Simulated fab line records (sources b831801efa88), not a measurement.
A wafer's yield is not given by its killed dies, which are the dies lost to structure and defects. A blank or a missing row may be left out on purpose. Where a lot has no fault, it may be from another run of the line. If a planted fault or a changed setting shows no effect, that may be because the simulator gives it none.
A lot that was struck, set against a sound lot + flow sky130 + 15 out of 708 route steps
Sound: the wafers L459.2, L459.3, L459.6. Struck: wafers L460.2, L460.3, L460.5. The cause is named last.
Per side, at each step with rows, come the tool, then ch with its chambers, and then its first start. Under that, the readings that differ: sound wafers + struck wafers + difference of the means + sigmas: that difference in standard deviations of wafers without a fault.
alike: words and numbers the same on both sides, and readings whose means are apart by under 2 such deviations; not compared: readings that were withheld, readings missing a value for some wafer, numbers with overlapping values and no deviation given by the record, and bounds like >300 which may hide the same value.
A row with sigmas, a row that says differs or no value, or rows on one side alone: a step with any of these is where the two part. Numbers that have no deviation but don't overlap get no sigmas and don't part them. A reading missing from all wafers of one side parts the sides only when that side holds two or more wafers.

first, 8 steps without rows for these wafers: SKY_METAL3_DEHYDRATE_05 (time 60 s); SKY_METAL3_HMDS_06 (prime time 60 s); SKY_METAL3_COAT_07 (resist thk 60 nm); SKY_METAL3_COAT_08 (resist thk 1140 nm); SKY_METAL3_SOFTBAKE_09 (time 90 s); SKY_METAL3_EXPOSE_10 (exposes mask MM3, target cd 300 nm); SKY_METAL3_PEB_11; SKY_METAL3_DEVELOP_12 (develop time 60 s).
SKY_METAL3_CD_MEAS_13: target cd 300 nm.
  sound on cdSem-02, day 44 01:05; struck on cdSem-01, day 43 23:26
  alike: cdNm
SKY_METAL3_OVL_MEAS_14:
  sound on overlay-01, day 44 01:12; struck on overlay-01, day 43 23:33
  alike: METAL3_OVL
SKY_METAL3_DESCUM_15: chemistry O2, time 8 s.
  sound on rieMetal-02 ch 0,1, day 44 01:14; struck on rieMetal-01 ch 1, day 43 23:35
| reading                   | sound          | struck         | difference | sigmas |
|---------------------------|----------------|----------------|------------|--------|
| heBacksideLeakSccm (sccm) | 3.55 3.51 3.45 | 3.08 3.00 2.99 | -0.48      | -3     |
  alike: drypumpMotorCurrentA, oesProductAu
  not compared: rfHoursCounterH
SKY_METAL3_ETCH_16: etches BARC in N2/H2, stops on SiO2, time 88.2 s, target depth 60 nm.
  sound on rieMetal-02 ch 0,1, day 44 01:16; struck on rieMetal-01 ch 1, day 43 23:37
| reading   | sound          | struck            | difference | sigmas |
|-----------|----------------|-------------------|------------|--------|
| biasW (W) | 99.7 99.8 99.8 | 100.4 100.6 100.2 | +0.6       | +2     |
  alike: drypumpMotorCurrentA, heBacksideLeakSccm, oesProductAu, throttleValvePct
  not compared: rfHoursCounterH
SKY_METAL3_ETCH_17: etches SiO2 in C4F8/O2/Ar, stops on TiN, time 3.9 s, target depth 15 nm.
  sound on rieDiel-01 ch 0,2,3, day 44 01:22; struck on rieDiel-03 ch 0,2, day 43 23:43
| reading   | sound          | struck         | difference | sigmas |
|-----------|----------------|----------------|------------|--------|
| biasW (W) | 1200 1199 1199 | 1031 1031 1034 | -167       | -46    |
  alike: oesProductAu
SKY_METAL3_METAL_ETCH_18: etches the open film in Cl2/BCl3, stops on SiO2, target depth 845 nm, time 183.1 s.
  sound on rieMetal-01 ch 0,1, day 44 01:23; struck on rieMetal-03 ch 0,1, day 43 23:44
  alike: biasW, drypumpMotorCurrentA, heBacksideLeakSccm, oesProductAu, throttleValvePct
  not compared: rfHoursCounterH
-- the record jumps here: 6 days lie between the struck wafers' starts before and after (it left off in module METAL3 and takes up again in module PAD_OPEN, whose first step shown is number 708 of the route) --
SKY_PAD_OPEN_PROBE_99:
  record: rows for the struck wafers here (prober-02, day 50 03:35), none for the sound ones

WHERE THEY PART
At SKY_METAL3_DESCUM_15 first; at SKY_PAD_OPEN_PROBE_99 last (within this record only).

WHY: what the simulator had put in
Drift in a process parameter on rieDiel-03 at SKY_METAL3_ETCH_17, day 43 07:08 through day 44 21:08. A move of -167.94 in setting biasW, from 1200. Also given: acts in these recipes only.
